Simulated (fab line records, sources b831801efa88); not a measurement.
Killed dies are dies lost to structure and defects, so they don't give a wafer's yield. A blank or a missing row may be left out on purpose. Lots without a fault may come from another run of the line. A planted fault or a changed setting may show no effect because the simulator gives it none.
Which tool did it? | flow gf180mcu | 11 lots, 33 wafers sampled, at 5 steps of a route of 602

WHAT THE GAUGES READ, wafer by wafer
GF_STI_CD_MEAS_12: target cd 220 nm.
lot  | measured    | on        | cd_nm (nm)
L781 | day 2 06:50 | cd_sem-01 | 219.7 219.8 219.0
L782 | day 2 13:57 | cd_sem-02 | 219.7 219.5 220.5
L783 | day 2 15:52 | cd_sem-02 | 219.5 219.2 219.8
L785 | day 3 05:44 | cd_sem-01 | 219.3 217.5 217.9
L786 | day 3 11:07 | cd_sem-02 | 217.5 217.6 218.8
L787 | day 3 17:22 | cd_sem-02 | 221.9 220.2 221.2
L791 | day 4 10:20 | cd_sem-01 | 218.5 219.0 218.4
L792 | day 4 15:22 | cd_sem-01 | 222.2 222.2 222.2
L795 | day 5 06:28 | cd_sem-01 | 222.6 220.9 220.4
L801 | day 6 13:41 | cd_sem-01 | 219.1 219.5 219.7
L802 | day 6 19:16 | cd_sem-01 | 222.5 220.5 220.8

GF_NWELL_TW_MEAS_11.
lot  | measured    | on            | NWELL_TW
L781 | day 3 17:32 | film_metro-01 | 1594 1596 1590
L782 | day 4 01:36 | film_metro-03 | 1558 1559 1552
L783 | day 4 01:58 | film_metro-01 | 1586 1591 1584
L785 | day 4 13:38 | film_metro-01 | 1594 1588 1587
L786 | day 4 19:12 | film_metro-02 | 1572 1556 1564
L787 | day 5 02:17 | film_metro-01 | 1592 1592 1591
L791 | day 5 21:45 | film_metro-03 | 1330 1323 1320
L792 | day 6 02:56 | film_metro-03 | 1554 1550 1551
L795 | day 6 18:47 | film_metro-01 | 1334 1336 1340
L801 | day 8 04:20 | film_metro-03 | 1556 1566 1555
L802 | day 8 07:50 | film_metro-03 | 1556 1553 1563

GF_VT_IMPLANT_RS_MEAS_47: measures by four-point-probe.
lot  | measured     | on            | NWELL_RS (ohm/sq)
L781 | day 8 02:50  | film_metro-01 | 488.1 487.9 489.0
L782 | day 8 12:12  | film_metro-02 | 487.0 487.4 487.0
L783 | day 8 14:05  | film_metro-01 | 490.1 489.5 491.6
L785 | day 9 01:33  | film_metro-01 | 489.8 488.7 489.0
L786 | day 9 08:11  | film_metro-01 | 488.4 487.8 488.2
L787 | day 9 17:44  | film_metro-01 | 488.9 489.4 487.3
L791 | day 10 18:10 | film_metro-01 | 679.7 682.2 680.6
L792 | day 10 23:27 | film_metro-01 | 489.9 488.6 490.1
L795 | day 11 20:04 | film_metro-03 | 686.1 686.9 688.5
L801 | day 13 13:35 | film_metro-01 | 487.6 488.3 488.6
L802 | day 13 14:38 | film_metro-02 | 488.4 487.1 487.4

WHICH TOOL RAN EACH LOT (tool, then ch and the chambers of the sampled wafers, then the start)
lot  | GF_NWELL_IMPLANT_08            | GF_VT_IMPLANT_STRIP_20
L781 | implanter-01 ch 0, day 3 17:09 | plasma_asher-03 ch 0, day 6 18:11
L782 | implanter-04 ch 0, day 4 01:14 | plasma_asher-03 ch 0,1, day 7 03:29
L783 | implanter-01 ch 0, day 4 01:36 | plasma_asher-02 ch 0,1, day 7 05:10
L785 | implanter-04 ch 0, day 4 13:15 | plasma_asher-02 ch 0,1, day 7 16:53
L786 | implanter-02 ch 0, day 4 18:48 | plasma_asher-03 ch 0,1, day 7 23:14
L787 | implanter-04 ch 0, day 5 01:50 | plasma_asher-03 ch 0,1, day 8 07:45
L791 | implanter-04 ch 0, day 5 21:21 | plasma_asher-01 ch 0,1, day 9 06:21
L792 | implanter-02 ch 0, day 6 02:32 | plasma_asher-02 ch 0,1, day 9 11:54
L795 | implanter-04 ch 0, day 6 18:23 | plasma_asher-03 ch 0, day 10 06:30
L801 | implanter-02 ch 0, day 8 03:56 | plasma_asher-02 ch 0,1, day 11 21:56
L802 | implanter-02 ch 0, day 8 07:26 | plasma_asher-03 ch 0, day 11 22:56
- GF_NWELL_IMPLANT_08
- GF_VT_IMPLANT_STRIP_20: strips in O2/N2.

WHAT THE TOOLS THEMSELVES READ (means of the sampled wafers that have a number; where no wafer has one, the mark that the record gives instead)
GF_NWELL_IMPLANT_08.
lot  | tool         | dose_ions_cm2 | faraday_current_uA
L781 | implanter-01 | 1.5008e+13    | 85.0
L782 | implanter-04 | 1.4975e+13    | 83.8
L783 | implanter-01 | 1.5000e+13    | 84.0
L785 | implanter-04 | 1.4982e+13    | 83.1
L786 | implanter-02 | 1.5016e+13    | 84.3
L787 | implanter-04 | 1.4991e+13    | 84.7
L791 | implanter-04 | 7.8773e+12    | 44.2
L792 | implanter-02 | 1.5010e+13    | 85.3
L795 | implanter-04 | 7.8693e+12    | 44.2
L801 | implanter-02 | 1.5012e+13    | 83.8
L802 | implanter-02 | 1.4985e+13    | 84.8

GF_VT_IMPLANT_STRIP_20.
lot  | tool            | drypump_motor_current_A (A) | heater_power_w (W) | n2_flow_sccm (sccm) | oes_product_au (a.u.) | strip_time_to_endpoint_s (s)
L781 | plasma_asher-03 | 6.6                         | 287                | 300.2               | 0.716                 | 12.63
L782 | plasma_asher-03 | 6.2                         | 309                | 300.4               | 0.717                 | 12.73
L783 | plasma_asher-02 | 6.1                         | 327                | 300.0               | 0.721                 | 12.69
L785 | plasma_asher-02 | 6.2                         | 325                | 299.8               | 0.716                 | 12.65
L786 | plasma_asher-03 | 5.9                         | 331                | 299.8               | 0.719                 | 12.62
L787 | plasma_asher-03 | 6.2                         | 314                | 301.3               | 0.716                 | 12.68
L791 | plasma_asher-01 | 5.7                         | 306                | 301.3               | 0.716                 | 12.69
L792 | plasma_asher-02 | 6.1                         | 327                | 300.8               | 0.717                 | 12.63
L795 | plasma_asher-03 | 6.6                         | 288                | 299.4               | 0.713                 | 12.70
L801 | plasma_asher-02 | 6.1                         | 324                | 299.1               | 0.713                 | 12.66
L802 | plasma_asher-03 | 6.6                         | 292                | 299.8               | 0.712                 | 12.74

THE ANSWER, worked out from the rows above alone
Rule: what is usual is taken from the lots themselves. Put in order of their means at a reading, lots are off if they are a third of the lots or fewer, leave a main group of 4 or more, and stand apart from it by a gap of 3 or more times the standard deviation of the main group's means; of several such gaps the widest counts. A main group whose means are all the same, to the digits that the tables above print for the reading, isn't used. A lot without any number at a reading at which 4 lots or more have one is off too. The other lots that the step has rows for count as sound. The gauges are gone through in route order, then the tools' own readings, and for those a lot's mean is taken as printed above. The first step at which some lot is off is used, and at that step the reading that is off furthest; a lot without a number counts as furthest.
Off: L791, L795, at GF_NWELL_TW_MEAS_11 (NWELL_TW). The main group: mean 1572, standard deviation 17.
A tool fits if, at a process step before that reading, it ran every lot that is off, and no sound lot after the first of them. The gauges at GF_NWELL_TW_MEAS_11 aren't tried: what is off there is off at GF_NWELL_IMPLANT_08 too, on other tools, and a gauge's error can't cause that. One fits: implanter-04 at GF_NWELL_IMPLANT_08. Its last sound lot is L787 (day 5 01:50), its first lot that is off L791 (day 5 21:21): a fault that began between those two fits.
The tool's own readings at GF_NWELL_IMPLANT_08 bear it out: on the lots that are off they differ by more than 5 times the standard deviation of the sound lots' means. dose_ions_cm2 reads 7.8733e+12 there against 1.4998e+13 on the sound lots; faraday_current_uA reads 44.2 there against 84.3 on the sound lots.

WHAT THE SIMULATOR HAD PUT IN
Process parameter drift: implanter-04, from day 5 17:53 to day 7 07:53, at GF_NWELL_IMPLANT_08. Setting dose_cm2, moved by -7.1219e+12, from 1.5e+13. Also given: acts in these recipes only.
Lots struck among those shown: L791, L795. The rule above found the same.
